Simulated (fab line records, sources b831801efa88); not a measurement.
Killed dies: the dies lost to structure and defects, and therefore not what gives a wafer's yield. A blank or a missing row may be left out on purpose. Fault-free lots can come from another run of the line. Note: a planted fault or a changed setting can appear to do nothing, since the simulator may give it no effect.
fab line records	flow gf180mcu
record: lots: 6	wafers: 18	last-day: 33
route steps=602 shown M3@421 V3@429 M4@456 PASSIVATION@602
lots that met no fault: from a run of the same line without faults
start-h: the number of hours between the record's first day and the start of the first shown wafer of the lot	wait-h: hours since the lot's step before	" identical to the entry in the row above	L1.1+2: a row that stands for several wafers	- no value present, or no start provided	* or withheld: withheld	< > ~ a bound
route shown NAME@n: a module of which the file shows steps, and the number in the route of the first	usual: mean and standard deviation over wafers with no fault	same: alike in all rows	chamber/n: place in a boat	sites: each site's reading	_std_site: the standard deviation of these	_edge_site: mean of outer sites minus mean of inner sites	radius-mm: how far each site lies from the wafer's centre	mask NAME#n: copy n	behind: the last tool/chamber to shape the wafer	hold: cause of the lot's hold/its duration in hours/its outcome	device: the transistor (n, p or np) that didn't switch	end of line: the tests these same wafers got at the end of their route	a step given without rows: its recipe and nothing more	killed: at the first sort, the dies lost to defects and structure; wafer yield is something else	map: a wafer's dies, marking killed ones x, the rest . and places with no die _
set.NAME: setting as actually run; set.NAME@STEP: the setting as run at that earlier step	model.NAME: the simulator's own value behind a step, which no gauge read
lots at selected steps of the route; one table per step, one row per wafer
services: from which hour (start-h, from the record's first day; less than 0 if before it) a tool's chamber was out of use, for how many hours, and why
== steps ==
step: GF_M3_PEB_12
recipe: peb-temp-c: 135	peb-time-s: 90	resist: KrF
step: GF_M3_DEVELOP_13
recipe: develop-time-s: 60	dev-temp-c: 21
step: GF_M3_CD_MEAS_14
recipe: target-cd-nm: 280
usual: cd-nm: 279.9/1.1
lot.wafer	tool	chamber	start-h	wait-h	cd-nm
L633.1	cd-sem-01	-	493.21	0.1	280.4
L633.5	"	-	"	"	279.4
L633.6	"	-	"	"	278.6
L634.3	cd-sem-01	-	504.85	0.1	280.3
L634.5	"	-	"	"	280.5
L634.6	"	-	"	"	280.5
L638.1	cd-sem-02	-	539.16	0.1	280.6
L638.2	"	-	"	"	280.3
L638.6	"	-	"	"	280.1
L639.1	cd-sem-01	-	551.76	0.1	278.8
L639.3	"	-	"	"	281.4
L639.4	"	-	"	"	280.1
L645.3	cd-sem-02	-	598.70	0.1	281.5
L645.5	"	-	"	"	280.5
L645.6	"	-	"	"	281.2
L650.2	cd-sem-01	-	641.98	0.1	279.0
L650.3	"	-	"	"	279.2
L650.5	"	-	"	"	279.5
step: GF_M3_OVL_MEAS_15
usual: M3_OVL: -1/4.7
lot.wafer	tool	chamber	start-h	wait-h	M3_OVL[nm]
L633.1	overlay-02	-	493.33	0.1	-8
L633.5	"	-	"	"	-9
L633.6	"	-	"	"	-5
L634.3	overlay-01	-	504.95	0.1	1
L634.5	"	-	"	"	5
L634.6	"	-	"	"	-3
L638.1	overlay-01	-	539.28	0.1	-5
L638.2	"	-	"	"	-2
L638.6	"	-	"	"	-1
L639.1	overlay-02	-	551.88	0.1	-7
L639.3	"	-	"	"	-5
L639.4	"	-	"	"	-8
L645.3	overlay-02	-	598.79	0.1	-1
L645.5	"	-	"	"	-2
L645.6	"	-	"	"	-5
L650.2	overlay-01	-	642.08	0.1	-6
L650.3	"	-	"	"	-1
L650.5	"	-	"	"	-3
step: GF_M3_METAL_ETCH_16
recipe: chemistry: Cl2/BCl3	mask-material: KrF	target-depth-nm: 627.5	stop-on: SiO2	pressure-mtorr: 8	icp-w: 800	bias-w: 140	Cl2_flow_sccm: 80	bcl3-flow-sccm: 40	time-s: 104.6
step: GF_M3_STRIP_17
recipe: chemistry: O2/N2	power-w: 1400	pressure-mtorr: 1500	platen-temp-c: 250	o2-flow-sccm: 3000	n2-flow-sccm: 300	overash-fraction: 0.5
usual: drypump-motor-current-A: 5.8/0.44	heater-power-w: 302/26	o2-flow-sccm: 3000/9.1	oes-product-au: 0.558/0.0051	strip-time-to-endpoint-s: 7.88/0.051
lot.wafer	tool	chamber	start-h	wait-h	drypump-motor-current-A	heater-power-w	o2-flow-sccm	oes-product-au	rf-hours-counter-h	strip-time-to-endpoint-s
L633.1	plasma-asher-02	0	493.48	0.1	5.7	316	2999	0.568	39	7.95
L633.5	"	1	"	"	5.6	305	2990	0.554	-	7.81
L633.6	"	0	"	"	5.7	315	2995	0.562	-	7.96
L634.3	plasma-asher-02	1	505.11	0.1	5.6	312	2983	0.554	-	7.83
L634.5	"	0	"	"	5.7	325	3006	0.561	-	7.82
L634.6	"	1	"	"	5.6	308	2987	0.560	-	7.88
L638.1	plasma-asher-02	0	539.43	0.1	5.7	316	3015	0.561	45	7.87
L638.2	"	1	"	"	5.6	309	2997	0.561	45	7.93
L638.6	"	1	"	"	5.6	309	2994	0.554	-	7.91
L639.1	plasma-asher-02	0	552.03	0.1	5.7	321	3015	0.564	47	7.93
L639.3	"	0	"	"	5.7	320	3005	0.555	-	7.95
L639.4	"	1	"	"	5.6	312	2992	0.573	-	7.90
L645.3	plasma-asher-04	0	598.96	0.1	5.3	359	2998	0.559	-	7.81
L645.5	"	0	"	"	5.3	345	2990	0.558	-	7.85
L645.6	"	1	"	"	6.3	334	2997	0.553	-	7.83
L650.2	plasma-asher-01	1	642.23	0.1	6.4	275	3009	0.565	91	7.90
L650.3	"	1	"	"	6.4	271	3014	0.561	-	7.89
L650.5	"	1	"	"	6.4	277	3007	0.562	-	7.95
step: GF_M3_STRIP_18
recipe: chemistry: post-etch-residue-remover	time-s: 1200	temp-c: 72.5
step: GF_M3_CLEAN_19
recipe: chemistry: DIW	dry: n2-spin
step: GF_V3_CVD_00
recipe: material: SiO2	target-thk-nm: 600	sigma-open-frac: 0.3	temp-c: 400	time-s: 100	sih4-flow-sccm: 60	pressure-mtorr: 6
step: GF_V3_THK_MEAS_01
recipe: reads: SiO2_of_V3_CVD_00
usual: V3_CVD_00_THK: 601/5.9
lot.wafer	tool	chamber	start-h	wait-h	V3_CVD_00_THK[nm]
L633.1	film-metro-01	-	494.12	0.1	604
L633.5	"	-	"	"	606
L633.6	"	-	"	"	602
L634.3	film-metro-02	-	505.71	0.1	599
L634.5	"	-	"	"	600
L634.6	"	-	"	"	607
L638.1	film-metro-01	-	540.05	0.0	593
L638.2	"	-	"	"	595
L638.6	"	-	"	"	597
L639.1	film-metro-03	-	552.64	0.0	594
L639.3	"	-	"	"	598
L639.4	"	-	"	"	593
L645.3	film-metro-03	-	599.56	0.1	605
L645.5	"	-	"	"	608
L645.6	"	-	"	"	605
L650.2	film-metro-02	-	642.87	0.0	595
L650.3	"	-	"	"	604
L650.5	"	-	"	"	610
step: GF_V3_CVD_02
recipe: material: SiO2	target-thk-nm: 850	precursor: TEOS	temp-c: 400	time-s: 94.851	rf-w: 600
step: GF_V3_THK_MEAS_03
recipe: reads: SiO2_of_V3_CVD_02
usual: V3_CVD_02_THK: 849/10
lot.wafer	tool	chamber	start-h	wait-h	V3_CVD_02_THK[nm]
L633.1	film-metro-02	-	494.25	0.0	854
L633.5	"	-	"	"	859
L633.6	"	-	"	"	855
L634.3	film-metro-03	-	505.84	0.1	844
L634.5	"	-	"	"	848
L634.6	"	-	"	"	850
L638.1	film-metro-01	-	540.18	0.0	858
L638.2	"	-	"	"	859
L638.6	"	-	"	"	868
L639.1	film-metro-01	-	552.77	0.0	829
L639.3	"	-	"	"	836
L639.4	"	-	"	"	847
L645.3	film-metro-03	-	599.69	0.1	827
L645.5	"	-	"	"	856
L645.6	"	-	"	"	855
L650.2	film-metro-01	-	643.00	0.0	837
L650.3	"	-	"	"	850
L650.5	"	-	"	"	849
step: GF_V3_CMP_04
recipe: material: SiO2	down-force-psi: 4	platen-rpm: 60	pad-velocity-m-s: 0.94248
usual: motor-current-A: 12.3/1.3	slurry-filter-dp-kPa: 13.49/0.13	time-to-endpoint-s: 80/4.7
lot.wafer	tool	chamber	start-h	wait-h	motor-current-A	slurry-filter-dp-kPa	time-to-endpoint-s	model.SiO2_of_V3_CVD_02.thk-nm
L633.1	cmp-02	3	494.36	0.1	12.0	13.38	81	632.9
L633.5	"	2	"	"	13.1	13.33	84	633
L633.6	"	3	"	"	12.2	13.47	81	632.5
L634.3	cmp-01	2	505.88	0.0	12.4	13.44	75	632.3
L634.6	"	2	"	"	11.6	13.27	73	632.2
L634.5	"	3	"	"	13.8	13.29	76	632.6
L638.1	cmp-01	0	540.24	0.1	13.9	13.65	26	790.8
L638.2	"	3	"	"	13.0	13.16	87	632
L638.6	"	0	"	"	13.9	13.33	27	790.5
L639.4	cmp-01	3	552.83	0.0	13.1	13.58	82	633.2
L639.1	"	0	"	"	13.5	13.60	13	790
L639.3	"	1	"	"	10.8	13.50	73	631.5
L645.3	cmp-02	0	599.88	0.2	10.4	13.49	66	630.5
L645.5	"	1	"	"	12.9	13.58	77	630.7
L645.6	"	2	"	"	13.2	13.49	78	630.8
L650.3	cmp-02	1	643.10	0.1	12.8	13.44	82	633.5
L650.2	"	3	"	"	11.9	13.46	77	633.7
L650.5	"	1	"	"	12.8	13.35	82	633
step: GF_V3_BOW_MEAS_05
recipe: mode: bow
usual: V3_BOW: 115/7.9
lot.wafer	tool	chamber	start-h	wait-h	V3_BOW[um]
L633.1	film-metro-01	-	494.61	0.2	136
L633.5	"	-	"	"	128
L633.6	"	-	"	"	124
L634.3	film-metro-01	-	506.22	0.3	105
L634.5	"	-	"	"	96
L634.6	"	-	"	"	107
L638.1	film-metro-02	-	540.54	0.2	133
L638.2	"	-	"	"	113
L638.6	"	-	"	"	115
L639.1	film-metro-02	-	553.13	0.2	122
L639.3	"	-	"	"	114
L639.4	"	-	"	"	115
L645.3	film-metro-01	-	600.07	0.1	115
L645.5	"	-	"	"	118
L645.6	"	-	"	"	121
L650.2	film-metro-03	-	643.37	0.1	114
L650.3	"	-	"	"	125
L650.5	"	-	"	"	120
step: GF_V3_DEHYDRATE_06
recipe: temp-c: 200	time-s: 60
step: GF_V3_HMDS_07
recipe: prime-time-s: 60	prime-temp-c: 120
step: GF_V3_COAT_08
recipe: resist: BARC	temp-c: withheld	time-s: withheld	spin-rpm: withheld	resist-thk-nm: withheld
step: GF_V3_COAT_09
recipe: resist: KrF	spin-rpm: withheld	resist-thk-nm: 1000
step: GF_V3_SOFTBAKE_10
recipe: temp-c: 130	time-s: 60	resist: KrF
step: GF_V3_EXPOSE_11
recipe: mask-id: Via3	target-cd-nm: 260	na: 0.68	source-shape: conventional	sigma-outer: 0.6	dose-mj: 38
step: GF_V3_PEB_12
recipe: peb-temp-c: 135	peb-time-s: 90	resist: KrF
step: GF_V3_DEVELOP_13
recipe: develop-time-s: 60	resist: KrF	dev-temp-c: 21
step: GF_V3_CD_MEAS_14
recipe: target-cd-nm: 260
usual: cd-nm: 259.7/1.2
lot.wafer	tool	chamber	start-h	wait-h	cd-nm
L633.1	cd-sem-02	-	517.95	0.1	259.5
L633.5	"	-	"	"	259.2
L633.6	"	-	"	"	259.4
L634.3	cd-sem-02	-	529.29	0.1	260.0
L634.5	"	-	"	"	258.6
L634.6	"	-	"	"	259.0
L638.1	cd-sem-02	-	563.00	0.1	257.6
L638.2	"	-	"	"	259.0
L638.6	"	-	"	"	258.1
L639.1	cd-sem-01	-	574.90	0.1	261.2
L639.3	"	-	"	"	260.2
L639.4	"	-	"	"	261.4
L645.3	cd-sem-01	-	620.74	0.1	262.3
L645.5	"	-	"	"	261.9
L645.6	"	-	"	"	261.6
L650.2	cd-sem-01	-	662.88	0.1	259.5
L650.3	"	-	"	"	259.6
L650.5	"	-	"	"	260.5
step: GF_V3_OVL_MEAS_15
usual: V3_OVL: 4/5.7
lot.wafer	tool	chamber	start-h	wait-h	V3_OVL[nm]
L633.1	overlay-01	-	518.07	0.1	7
L633.5	"	-	"	"	13
L633.6	"	-	"	"	0
L634.3	overlay-01	-	529.38	0.1	9
L634.5	"	-	"	"	7
L634.6	"	-	"	"	12
L638.1	overlay-02	-	563.12	0.1	4
L638.2	"	-	"	"	7
L638.6	"	-	"	"	4
L639.1	overlay-01	-	575.02	0.1	6
L639.3	"	-	"	"	1
L639.4	"	-	"	"	12
L645.3	overlay-02	-	620.83	0.1	5
L645.5	"	-	"	"	2
L645.6	"	-	"	"	8
L650.2	overlay-02	-	662.98	0.1	-1
L650.3	"	-	"	"	4
L650.5	"	-	"	"	0
step: GF_V3_ETCH_16
recipe: chemistry: N2/H2	target-depth-a: withheld	overetch-a: withheld	time-s: withheld	target: BARC	ion-energy-ev: 200	source-w: 500	bias-w: 100	pressure-mtorr: 30	n2-flow-sccm: 100	h2-flow-sccm: 200
usual: drypump-motor-current-A: 5.8/0.5	oes-product-au: 0.855/0.0045	rf-fwd-power-W: 494.3/2.9	throttle-valve-pct: 13.223/0.0099
lot.wafer	tool	chamber	start-h	wait-h	drypump-motor-current-A	oes-product-au	rf-fwd-power-W	throttle-valve-pct
L633.1	rie-diel-03	1	518.10	0.0	6.0	0.865	495.0	13.228
L633.5	"	1	"	"	6.0	0.858	496.7	13.216
L633.6	"	0	"	"	5.8	0.855	499.4	13.229
L634.3	rie-diel-03	1	529.40	0.0	6.0	0.858	497.4	13.224
L634.5	"	0	"	"	5.8	0.863	494.4	13.215
L634.6	"	1	"	"	6.0	0.852	498.0	13.224
L638.1	rie-diel-03	2	563.15	0.0	5.6	0.852	491.7	13.225
L638.2	"	3	"	"	6.8	0.851	490.9	13.218
L638.6	"	2	"	"	5.6	0.854	494.5	13.212
L639.1	rie-diel-03	2	575.05	0.0	5.6	0.850	491.3	13.221
L639.3	"	0	"	"	5.8	0.863	498.7	13.233
L639.4	"	2	"	"	5.6	0.858	494.6	13.234
L645.3	rie-diel-01	3	620.85	0.0	6.7	0.857	487.8	13.226
L645.5	"	2	"	"	5.4	0.864	498.2	13.237
L645.6	"	3	"	"	6.6	0.864	491.2	13.224
L650.2	rie-diel-01	1	663.01	0.0	6.2	0.865	497.1	13.235
L650.3	"	2	"	"	5.4	0.855	493.0	13.224
L650.5	"	2	"	"	5.4	0.853	495.0	13.209
step: GF_V3_ETCH_17
recipe: chemistry: C4F8/O2/Ar	mask-material: KrF	target: SiO2	stop-on: TiN	source-w: 1500	bias-w: 1200	pressure-mtorr: 40	c4f8-flow-sccm: withheld	O2_flow_sccm: 6	Ar_flow_sccm: 300	time-s: withheld	target-depth-a: 6350
usual: oes-product-au: 0.856/0.0045	rf-fwd-power-W: 1492/5.7
lot.wafer	tool	chamber	start-h	wait-h	oes-product-au	rf-fwd-power-W	model.etch.depth-nm	model.V3.feature-depth-nm
L633.1	rie-diel-03	1	-	-	0.855	1490	632.9	632.9
L633.5	"	1	"	"	0.857	1491	633	633
L633.6	"	0	"	"	0.856	1494	632.5	632.5
L634.3	rie-diel-03	1	-	-	0.855	1497	632.3	632.3
L634.5	"	0	"	"	0.858	1495	632.6	632.6
L634.6	"	1	"	"	0.855	1488	632.2	632.2
L638.1	rie-diel-03	2	-	-	0.973	1488	790.8	790.8
L638.2	"	3	"	"	0.859	1492	632	632
L638.6	"	2	"	"	0.976	1492	790.5	790.5
L639.1	rie-diel-03	2	-	-	0.978	1499	790	790
L639.3	"	0	"	"	0.854	1488	631.5	631.5
L639.4	"	2	"	"	0.860	1495	633.2	633.2
L645.3	rie-diel-01	3	-	-	0.857	1489	630.5	630.5
L645.5	"	2	"	"	0.844	1490	630.7	630.7
L645.6	"	3	"	"	0.848	1490	630.8	630.8
L650.2	rie-diel-01	1	-	-	0.858	1498	633.7	633.7
L650.3	"	2	"	"	0.857	1490	633.5	633.5
L650.5	"	2	"	"	0.862	1496	633	633
step: GF_V3_STRIP_18
recipe: chemistry: O2/N2	power-w: 1400	pressure-mtorr: 1500	platen-temp-c: 250	o2-flow-sccm: 3000	n2-flow-sccm: 300	overash-fraction: 0.5
usual: drypump-motor-current-A: 5.8/0.57	heater-power-w: 336/20	o2-flow-sccm: 3000/7.9	oes-product-au: 0.592/0.0047
lot.wafer	tool	chamber	start-h	wait-h	drypump-motor-current-A	heater-power-w	o2-flow-sccm	oes-product-au	rf-hours-counter-h
L633.1	plasma-asher-02	1	518.23	-	5.6	308	2998	0.591	42
L633.5	"	0	"	"	5.7	313	2998	0.593	-
L633.6	"	1	"	"	5.6	306	3005	0.592	-
L634.3	plasma-asher-03	1	529.57	-	5.2	326	3008	0.590	-
L634.5	"	1	"	"	5.2	327	3001	0.593	-
L634.6	"	0	"	"	6.6	346	2989	0.595	-
L638.1	plasma-asher-02	1	563.28	-	5.6	314	3015	0.591	47
L638.2	"	0	"	"	5.7	319	2988	0.592	47
L638.6	"	0	"	"	5.7	315	2993	0.597	-
L639.1	plasma-asher-03	1	575.18	-	5.2	322	2996	0.591	16
L639.3	"	1	"	"	5.2	320	3010	0.595	-
L639.4	"	0	"	"	6.6	360	3002	0.599	-
L645.3	plasma-asher-03	1	621.01	-	5.2	332	2996	0.593	-
L645.5	"	0	"	"	6.7	355	3006	0.584	-
L645.6	"	1	"	"	5.2	316	2991	0.586	-
L650.2	plasma-asher-02	0	663.14	-	5.7	309	2986	0.594	59
L650.3	"	1	"	"	5.6	317	2996	0.583	-
L650.5	"	1	"	"	5.6	314	2987	0.594	-
step: GF_V3_STRIP_19
recipe: chemistry: post-etch-residue-remover	time-s: 1200	temp-c: 72.5
step: GF_V3_CLEAN_20
recipe: chemistry: DIW	dry: n2-spin
step: GF_V3_SPUTTER_21
recipe: material: Ti	target-thk-nm: 15	chamber-pressure-pa: 5	power-w: 2500	substrate-temp-c: 200	time-s: 80.02
step: GF_V3_SPUTTER_22
recipe: material: TiN	target-thk-nm: 10	chamber-pressure-pa: 5	power-w: 4000	time-s: 40
step: GF_V3_CVD_23
recipe: material: W	target-thk-nm: 350	time-s: 104.9	temp-c: 400	pressure-torr: 40
usual: heater-power-w: 871/50
same: time-s: 104.9
lot.wafer	tool	chamber	start-h	wait-h	heater-power-w
L633.1	cvd-w-01	0	518.87	0.0	937
L633.5	"	1	"	"	928
L633.6	"	0	"	"	931
L634.3	cvd-w-02	1	530.21	0.1	854
L634.5	"	0	"	"	790
L634.6	"	1	"	"	842
L638.1	cvd-w-01	0	563.92	0.0	923
L638.2	"	1	"	"	886
L638.6	"	1	"	"	912
L639.1	cvd-w-01	1	575.82	0.0	887
L639.3	"	0	"	"	920
L639.4	"	1	"	"	917
L645.3	cvd-w-01	0	621.69	0.1	910
L645.5	"	1	"	"	912
L645.6	"	0	"	"	931
L650.2	cvd-w-02	1	663.78	0.0	842
L650.3	"	0	"	"	819
L650.5	"	0	"	"	794
step: GF_V3_RS_MEAS_24
recipe: thk-meas-gauge: four-point-probe	reads: W_of_V3_CVD_23+TiN_of_V3_SPUTTER_22+Ti_of_V3_SPUTTER_21
usual: V3_W_RS: 0.3299/0.0026
lot.wafer	tool	chamber	start-h	wait-h	V3_W_RS[ohm/sq]
L633.1	film-metro-03	-	518.98	0.1	0.3364
L633.5	"	-	"	"	0.3337
L633.6	"	-	"	"	0.3306
L634.3	film-metro-02	-	530.33	0.1	0.3289
L634.5	"	-	"	"	0.3299
L634.6	"	-	"	"	0.3284
L638.1	film-metro-02	-	564.03	0.1	0.3343
L638.2	"	-	"	"	0.3317
L638.6	"	-	"	"	0.3323
L639.1	film-metro-01	-	575.93	0.1	0.3287
L639.3	"	-	"	"	0.3333
L639.4	"	-	"	"	0.3335
L645.3	film-metro-03	-	621.81	0.1	0.3349
L645.5	"	-	"	"	0.3335
L645.6	"	-	"	"	0.3338
L650.2	film-metro-03	-	663.91	0.1	0.3285
L650.3	"	-	"	"	0.3298
L650.5	"	-	"	"	0.3261
step: GF_V3_THK_MEAS_25
recipe: thk-meas-gauge: xrf	reads: W_of_V3_CVD_23
usual: V3_W_THK: 352/4.2
lot.wafer	tool	chamber	start-h	wait-h	V3_W_THK[nm]
L633.1	film-metro-03	-	519.10	0.1	345
L633.5	"	-	"	"	345
L633.6	"	-	"	"	351
L634.3	film-metro-02	-	530.43	0.1	358
L634.5	"	-	"	"	357
L634.6	"	-	"	"	359
L638.1	film-metro-02	-	564.15	0.1	348
L638.2	"	-	"	"	349
L638.6	"	-	"	"	350
L639.1	film-metro-01	-	576.05	0.1	352
L639.3	"	-	"	"	346
L639.4	"	-	"	"	345
L645.3	film-metro-03	-	621.91	0.1	347
L645.5	"	-	"	"	348
L645.6	"	-	"	"	346
L650.2	film-metro-03	-	664.02	0.1	354
L650.3	"	-	"	"	350
L650.5	"	-	"	"	356
step: GF_V3_CMP_26
recipe: stop-on: SiO2	down-force-psi: 3.5	platen-rpm: 60	t-overpolish-s: 15	target-thk-nm: 0	pad-velocity-m-s: 0.94248
usual: motor-current-A: 11.2/1.1	slurry-filter-dp-kPa: 13.50/0.15
lot.wafer	tool	chamber	start-h	wait-h	motor-current-A	slurry-filter-dp-kPa	model.SiO2_of_V3_CVD_02.thk-nm
L633.1	cmp-02	1	519.16	0.1	11.8	13.40	629.2
L633.5	"	1	"	"	11.8	13.43	629.2
L633.6	"	2	"	"	11.8	13.18	628.7
L634.3	cmp-02	2	530.52	0.1	11.7	13.47	628.5
L634.5	"	1	"	"	11.6	13.47	628.8
L634.6	"	2	"	"	11.7	13.54	628.4
L638.1	cmp-02	1	564.31	0.1	11.6	13.53	787
L638.2	"	2	"	"	11.9	13.49	628.2
L638.6	"	3	"	"	10.5	13.23	786.7
L639.4	cmp-01	0	576.16	0.1	12.1	13.73	629.4
L639.1	"	1	"	"	10.2	13.52	786.2
L639.3	"	2	"	"	11.3	13.55	627.8
L645.3	cmp-01	2	622.18	0.3	10.8	13.62	626.7
L645.5	"	1	"	"	10.4	13.30	627
L645.6	"	2	"	"	10.9	13.80	627
L650.2	cmp-02	0	664.07	0.0	9.6	13.39	629.9
L650.3	"	3	"	"	10.7	13.43	629.7
L650.5	"	0	"	"	9.3	13.50	629.2
step: GF_M4_SPUTTER_00
recipe: material: Ti	target-thk-nm: 37.5	arriving-ion-energy-ev: 80	substrate-temp-c: 200	chamber-pressure-pa: 2	power-w: 4000	time-s: 150
usual: cathode-dc-power-W: 3999.9/0.74	chamber-pressure-pa: 2.000/0.0039	throttle-valve-pct: 29.7/1.1
same: time-s: 150
lot.wafer	tool	chamber	start-h	wait-h	cathode-dc-power-W	chamber-pressure-pa	throttle-valve-pct
L633.1	pvd-sputter-04	-	519.46	0.2	4001.5	1.995	29.2
L633.5	"	-	"	"	3999.7	1.994	30.8
L633.6	"	-	"	"	3999.2	2.007	27.9
L634.3	pvd-sputter-02	-	530.77	0.2	4000.4	1.996	28.1
L634.5	"	-	"	"	4000.1	2.001	31.4
L634.6	"	-	"	"	4000.3	1.997	30.1
L638.1	pvd-sputter-01	-	564.51	0.1	3999.2	2.000	29.4
L638.2	"	-	"	"	3999.6	1.998	29.1
L638.6	"	-	"	"	4000.8	1.999	28.9
L639.1	pvd-sputter-04	-	576.41	0.1	3998.9	2.000	28.0
L639.3	"	-	"	"	4001.2	2.001	29.2
L639.4	"	-	"	"	4000.8	2.006	29.1
L645.3	pvd-sputter-01	-	622.43	0.2	3998.9	1.995	30.6
L645.5	"	-	"	"	3998.4	1.998	30.6
L645.6	"	-	"	"	4000.6	2.004	31.0
L650.2	pvd-sputter-04	-	664.37	0.2	4000.6	1.999	30.6
L650.3	"	-	"	"	3999.6	1.996	29.2
L650.5	"	-	"	"	3998.8	1.997	31.1
step: GF_PASSIVATION_PROBE_99
lot.wafer	tool	chamber	start-h	wait-h	model.etest.via3-chain.rc-ohm	model.etest.met4-comb.leak-log10-a-um
L633.1	prober-02	-	676.87	0.1	6.265	-12.09
L633.5	prober-02	-	677.07	0.2	6.571	-12.15
L633.6	prober-02	-	677.12	0.2	6.599	-11.87
L634.3	prober-02	-	687.37	0.2	6.461	-12.12
L634.5	prober-02	-	687.47	0.2	6.605	-12.09
L634.6	prober-02	-	687.52	0.2	6.482	-12.13
L638.1	prober-02	-	714.02	0.1	9.346	-11.61
L638.2	prober-02	-	714.07	0.1	6.261	-11.84
L638.6	prober-02	-	714.27	0.2	8.126	-12
L639.1	prober-01	-	723.22	0.1	6.969	-9.071
L639.3	prober-01	-	723.32	0.2	6.592	-12.01
L639.4	prober-01	-	723.37	0.2	6.317	-12.07
L645.3	prober-01	-	760.97	0.2	6.226	-12.02
L645.5	prober-01	-	761.07	0.2	6.481	-11.79
L645.6	prober-01	-	761.12	0.2	6.436	-12.16
L650.2	prober-02	-	795.39	0.1	6.019	-11.89
L650.3	prober-02	-	795.44	0.2	6.509	-11.92
L650.5	prober-02	-	795.54	0.2	6.587	-12.08
killed by level:class
L633.1 V1:geometric-particle:short=6 V5:geometric-particle:open=5 V4:geometric-particle:open=5 CONTACT:geometric-particle:open=4 V2:geometric-particle:open=4 STI:geometric-particle:open=3 POLY_GATE:geometric-particle:short=2 M3:geometric-particle:open=2
L633.5 CONTACT:geometric-particle:open=8 V2:geometric-particle:open=7 STI:geometric-particle:short=4 V5:geometric-particle:open=4 STI:geometric-particle:open=3 V1:geometric-particle:open=3 V3:geometric-particle:short=3 M4:geometric-particle:short=3
L633.6 STI:geometric-particle:short=6 CONTACT:geometric-particle:open=6 V3:geometric-particle:open=5 V1:geometric-particle:open=4 V1:geometric-particle:short=3 V2:geometric-particle:open=3 V2:geometric-particle:short=3 V4:geometric-particle:short=3
L634.3 V1:geometric-particle:open=8 V3:geometric-particle:open=6 CONTACT:geometric-particle:open=4 V5:geometric-particle:open=4 STI:geometric-particle:open=3 CONTACT:geometric-particle:short=3 V1:geometric-particle:short=3 V2:geometric-particle:short=3
L634.5 V4:geometric-particle:open=9 V1:geometric-particle:open=7 CONTACT:geometric-particle:open=6 V3:geometric-particle:open=5 V4:geometric-particle:short=4 V5:geometric-particle:short=4 STI:geometric-particle:open=3 M1:geometric-particle:short=3
L634.6 V4:geometric-particle:open=5 STI:geometric-particle:open=4 STI:geometric-particle:short=3 M1:geometric-particle:short=3 M4:geometric-particle:short=3 SALICIDE:geometric-particle:open=2 M3:geometric-particle:short=2 CONTACT:geometric-particle:open=2
L645.3 CONTACT:geometric-particle:open=5 V5:geometric-particle:open=4 CONTACT:geometric-particle:short=3 V3:geometric-particle:open=3 V4:geometric-particle:open=3 STI:geometric-particle:open=2 STI:geometric-particle:short=2 M1:geometric-particle:short=2
L645.5 M1:geometric-particle:short=5 V2:geometric-particle:open=5 V3:geometric-particle:open=5 V4:geometric-particle:short=5 STI:geometric-particle:open=3 CONTACT:geometric-particle:open=3 M3:geometric-particle:short=3 V4:geometric-particle:open=3
L645.6 V2:geometric-particle:open=8 CONTACT:geometric-particle:open=5 V5:geometric-particle:open=4 STI:geometric-particle:short=3 V1:geometric-particle:open=3 M3:geometric-particle:short=3 V4:geometric-particle:open=3 POLY_GATE:geometric-particle:open=2
L650.2 STI:geometric-particle:open=6 STI:geometric-particle:short=4 CONTACT:geometric-particle:open=4 V3:geometric-particle:open=4 V5:geometric-particle:open=4 V1:geometric-particle:open=3 V2:geometric-particle:short=3 M4:geometric-particle:short=3
L650.3 V1:geometric-particle:open=5 V4:geometric-particle:open=5 POLY_GATE:geometric-particle:open=4 M2:geometric-particle:short=4 STI:geometric-particle:short=3 CONTACT:geometric-particle:open=3 V1:geometric-particle:short=3 V3:geometric-particle:open=3
L650.5 CONTACT:geometric-particle:open=6 V1:geometric-particle:open=5 V2:geometric-particle:short=4 V5:geometric-particle:open=4 STI:geometric-particle:open=3 M4:geometric-particle:short=3 V3:geometric-particle:open=3 V4:geometric-particle:open=3
== services ==
tool	chamber	start-h	hours	kind
cvd-w-02	1	474.89	5.9	repair
cmp-01	-	478.74	3.7	pm
rie-diel-01	1	484.07	8.2	repair
plasma-asher-04	-	505.04	38.0	pm
plasma-asher-01	-	507.90	0.5	repair
rie-diel-03	3	509.57	-	clean
rie-diel-01	-	521.00	14.6	pm
cvd-w-01	-	532.36	0.6	repair
plasma-asher-02	-	552.81	2.6	repair
rie-diel-03	1	555.55	19.6	repair
pvd-sputter-01	-	571.38	22.5	repair
cmp-02	-	572.92	4.0	pm
rie-diel-03	3	587.22	8.4	repair
rie-diel-01	1	588.50	3.7	repair
cvd-w-01	-	597.07	6.0	pm
cmp-02	-	611.68	0.8	repair
cmp-02	-	618.96	6.3	pm
pvd-sputter-02	-	620.63	1.9	repair
rie-diel-03	1	628.79	16.8	repair
rie-diel-03	2	629.47	4.3	repair
plasma-asher-04	-	632.76	4.3	repair
rie-diel-03	3	642.00	6.4	repair
plasma-asher-04	-	649.08	15.5	repair
plasma-asher-03	-	653.94	0.3	repair
== key ==
first-sign: step: GF_V3_CMP_04	reading: time-to-endpoint-s	direction: down	sigmas: 12	usual: *	struck: *
effect: step: GF_V3_ETCH_17	reading: oes-product-au	direction: up	sigmas: 27	usual: 0.856	struck: 0.976
model-effect: step: GF_V3_CMP_04	value: SiO2_of_V3_CVD_02.thk-nm	without: 632.3	struck: 790.4
model-effect: step: GF_V3_ETCH_17	value: etch.depth-nm	without: 632.3	struck: 790.4
model-effect: step: GF_V3_CMP_26	value: SiO2_of_V3_CVD_02.thk-nm	without: 628.5	struck: 786.6
model-effect: step: GF_PASSIVATION_PROBE_99	value: etest.via3-chain.rc-ohm	without: 6.318	struck: 8.147
met-at GF_V3_CMP_04
struck-wafers L638.1,L638.6,L639.1
sort-left-out L638.1,L638.6,L639.1
fault: kind: process-parameter-drift	tool: cmp-01	chamber: 0	onset-h: 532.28	steps: GF_V3_CMP_04	channel: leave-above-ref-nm	offset: 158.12	shape: step	end-h: 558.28	acts-in: these-recipes-only	stated: 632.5
sort-left-out: the simulated sort isn't trusted on such a fault, so these wafers' sort isn't shown, and their yield isn't known
